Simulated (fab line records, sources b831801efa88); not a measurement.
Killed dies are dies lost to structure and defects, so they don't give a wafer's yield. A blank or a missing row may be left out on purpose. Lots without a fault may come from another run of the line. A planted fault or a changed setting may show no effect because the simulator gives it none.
Which tool did it? | flow gf180mcu | 10 lots, 29 wafers sampled, at 6 steps of a route of 602

WHAT THE GAUGES READ, wafer by wafer
GF_M3_RS_MEAS_05: measures by four-point-probe.
lot  | measured     | on            | M3_ALCU_RS (ohm/sq)
L129 | day 20 11:14 | film_metro-03 | 0.0689 0.0696 0.0688
L130 | day 21 00:40 | film_metro-04 | 0.0697 0.0697 0.0701
L133 | day 22 01:31 | film_metro-02 | 0.0538 0.0695 0.0697
L134 | day 22 07:47 | film_metro-04 | 0.0691 0.0695 0.0696
L135 | day 22 16:59 | film_metro-04 | 0.0535 0.0693
L142 | day 25 03:15 | film_metro-02 | 0.0696 0.0691 0.0691
L144 | day 25 20:16 | film_metro-03 | 0.0701 0.0692 0.0693
L145 | day 26 04:56 | film_metro-02 | 0.0682 0.0694 0.0689
L147 | day 27 03:02 | film_metro-04 | 0.0699 0.0697 0.0699
L150 | day 28 00:34 | film_metro-03 | 0.0696 0.0701 0.0704

GF_M3_THK_MEAS_06: measures by xrf.
lot  | measured     | on            | M3_ALCU_THK (nm)
L129 | day 20 11:21 | film_metro-03 | 456 450 457
L130 | day 21 00:47 | film_metro-04 | 456 461 456
L133 | day 22 01:38 | film_metro-02 | 593 457 455
L134 | day 22 07:55 | film_metro-04 | 461 458 460
L135 | day 22 17:07 | film_metro-04 | 598 459
L142 | day 25 03:22 | film_metro-02 | 456 457 457
L144 | day 25 20:23 | film_metro-03 | 448 454 453
L145 | day 26 05:03 | film_metro-02 | 465 456 462
L147 | day 27 03:09 | film_metro-04 | 454 457 456
L150 | day 28 00:40 | film_metro-03 | 449 446 444

WHICH TOOL RAN EACH LOT (tool, then ch and the chambers of the sampled wafers, then the start)
lot  | GF_V2_ETCH_16                      | GF_V2_SPUTTER_21             | GF_V2_SPUTTER_22             | GF_M3_SPUTTER_02
L129 | rie_diel-04 ch 0,2, day 20 09:38   | pvd_sputter-03, day 20 10:19 | pvd_sputter-03, day 20 10:23 | pvd_sputter-01, day 20 11:08
L130 | rie_diel-04 ch 1,2, day 20 22:44   | pvd_sputter-04, day 20 23:44 | pvd_sputter-04, day 20 23:48 | pvd_sputter-01, day 21 00:35
L133 | rie_diel-02 ch 0,2, day 21 23:56   | pvd_sputter-02, day 22 00:36 | pvd_sputter-02, day 22 00:40 | pvd_sputter-01, day 22 01:25
L134 | rie_diel-03 ch 2,3, day 22 06:13   | pvd_sputter-03, day 22 06:53 | pvd_sputter-03, day 22 06:56 | pvd_sputter-04, day 22 07:42
L135 | rie_diel-04 ch 2, day 22 15:25     | pvd_sputter-04, day 22 16:05 | pvd_sputter-04, day 22 16:08 | pvd_sputter-01, day 22 16:54
L142 | rie_diel-02 ch 0,1,2, day 25 01:38 | pvd_sputter-03, day 25 02:20 | pvd_sputter-03, day 25 02:23 | pvd_sputter-04, day 25 03:10
L144 | rie_diel-02 ch 0,2,3, day 25 18:20 | pvd_sputter-02, day 25 19:20 | pvd_sputter-02, day 25 19:25 | pvd_sputter-01, day 25 20:10
L145 | rie_diel-03 ch 0,1,2, day 26 03:16 | pvd_sputter-03, day 26 04:01 | pvd_sputter-03, day 26 04:05 | pvd_sputter-04, day 26 04:50
L147 | rie_diel-02 ch 0,3, day 27 01:07   | pvd_sputter-02, day 27 02:07 | pvd_sputter-02, day 27 02:11 | pvd_sputter-01, day 27 02:56
L150 | rie_diel-02 ch 0,1, day 27 22:58   | pvd_sputter-02, day 27 23:38 | pvd_sputter-02, day 27 23:41 | pvd_sputter-01, day 28 00:27
- GF_V2_ETCH_16: etches BARC in N2/H2.
- GF_V2_SPUTTER_21: material Ti, target thk 15 nm, time 80.02 s.
- GF_V2_SPUTTER_22: material TiN, target thk 10 nm, time 40 s.
- GF_M3_SPUTTER_02: material AlCu, target thk 450 nm, time 23.9 s.

WHAT THE TOOLS THEMSELVES READ (means of the sampled wafers that have a number; where no wafer has one, the mark that the record gives instead)
GF_V2_ETCH_16.
lot  | tool        | drypump_motor_current_A (A) | oes_product_au (a.u.) | rf_fwd_power_W (W) | throttle_valve_pct (%)
L129 | rie_diel-04 | 6.0                         | 0.856                 | 492.9              | 13.228
L130 | rie_diel-04 | 6.1                         | 0.851                 | 493.8              | 13.225
L133 | rie_diel-02 | 6.3                         | 0.853                 | 495.6              | 13.226
L134 | rie_diel-03 | 5.6                         | 0.857                 | 495.5              | 13.223
L135 | rie_diel-04 | 6.0                         | 0.855                 | 494.1              | 13.219
L142 | rie_diel-02 | 6.1                         | 0.853                 | 494.3              | 13.229
L144 | rie_diel-02 | 6.1                         | 0.851                 | 492.4              | 13.218
L145 | rie_diel-03 | 5.6                         | 0.853                 | 494.0              | 13.220
L147 | rie_diel-02 | 5.9                         | 0.856                 | 493.6              | 13.226
L150 | rie_diel-02 | 5.9                         | 0.857                 | 496.2              | 13.217

GF_V2_SPUTTER_21.
lot  | tool           | cathode_dc_power_W (W) | throttle_valve_pct (%)
L129 | pvd_sputter-03 | 2500.1                 | 29.5
L130 | pvd_sputter-04 | 2499.8                 | 29.4
L133 | pvd_sputter-02 | 2500.1                 | 31.7
L134 | pvd_sputter-03 | 2500.2                 | 30.0
L135 | pvd_sputter-04 | 2500.4                 | 30.6
L142 | pvd_sputter-03 | 2499.4                 | 29.6
L144 | pvd_sputter-02 | 2500.7                 | 31.9
L145 | pvd_sputter-03 | 2499.7                 | 29.8
L147 | pvd_sputter-02 | 2499.8                 | 31.0
L150 | pvd_sputter-02 | 2499.8                 | 31.5

GF_V2_SPUTTER_22.
lot  | tool           | cathode_dc_power_W (W) | throttle_valve_pct (%)
L129 | pvd_sputter-03 | 3999.9                 | 29.6
L130 | pvd_sputter-04 | 4000.9                 | 29.4
L133 | pvd_sputter-02 | 4000.2                 | 31.5
L134 | pvd_sputter-03 | 4000.8                 | 30.1
L135 | pvd_sputter-04 | 4000.7                 | 30.4
L142 | pvd_sputter-03 | 3999.5                 | 29.5
L144 | pvd_sputter-02 | 3999.8                 | 31.7
L145 | pvd_sputter-03 | 4000.5                 | 29.8
L147 | pvd_sputter-02 | 4000.2                 | 30.8
L150 | pvd_sputter-02 | 3999.7                 | 31.5

GF_M3_SPUTTER_02.
lot  | tool           | cathode_dc_power_W (W) | throttle_valve_pct (%)
L129 | pvd_sputter-01 | 10601                  | 29.1
L130 | pvd_sputter-01 | 10601                  | 30.0
L133 | pvd_sputter-01 | 10601                  | 29.7
L134 | pvd_sputter-04 | 10602                  | 30.0
L135 | pvd_sputter-01 | 10598                  | 28.4
L142 | pvd_sputter-04 | 10598                  | 29.5
L144 | pvd_sputter-01 | 10599                  | 29.5
L145 | pvd_sputter-04 | 10599                  | 29.6
L147 | pvd_sputter-01 | 10600                  | 29.5
L150 | pvd_sputter-01 | 10600                  | 29.4

THE ANSWER, worked out from the rows above alone
Rule: what is usual is taken from the lots themselves. Put in order of their means at a reading, lots are off if they are a third of the lots or fewer, leave a main group of 4 or more, and stand apart from it by a gap of 3 or more times the standard deviation of the main group's means; of several such gaps the widest counts. A main group whose means are all the same, to the digits that the tables above print for the reading, isn't used. A lot without any number at a reading at which 4 lots or more have one is off too. The other lots that the step has rows for count as sound. The gauges are gone through in route order, then the tools' own readings, and for those a lot's mean is taken as printed above. The first step at which some lot is off is used, and at that step the reading that is off furthest; a lot without a number counts as furthest.
Off: L133, L135, at GF_M3_RS_MEAS_05 (M3_ALCU_RS). The main group: mean 0.0695 ohm/sq, standard deviation 0.00038.
A tool fits if, at a process step before that reading, it ran every lot that is off, and no sound lot after the first of them. The gauges at GF_M3_RS_MEAS_05 are tried like those tools. None of those tried fits.

WHAT THE SIMULATOR HAD PUT IN
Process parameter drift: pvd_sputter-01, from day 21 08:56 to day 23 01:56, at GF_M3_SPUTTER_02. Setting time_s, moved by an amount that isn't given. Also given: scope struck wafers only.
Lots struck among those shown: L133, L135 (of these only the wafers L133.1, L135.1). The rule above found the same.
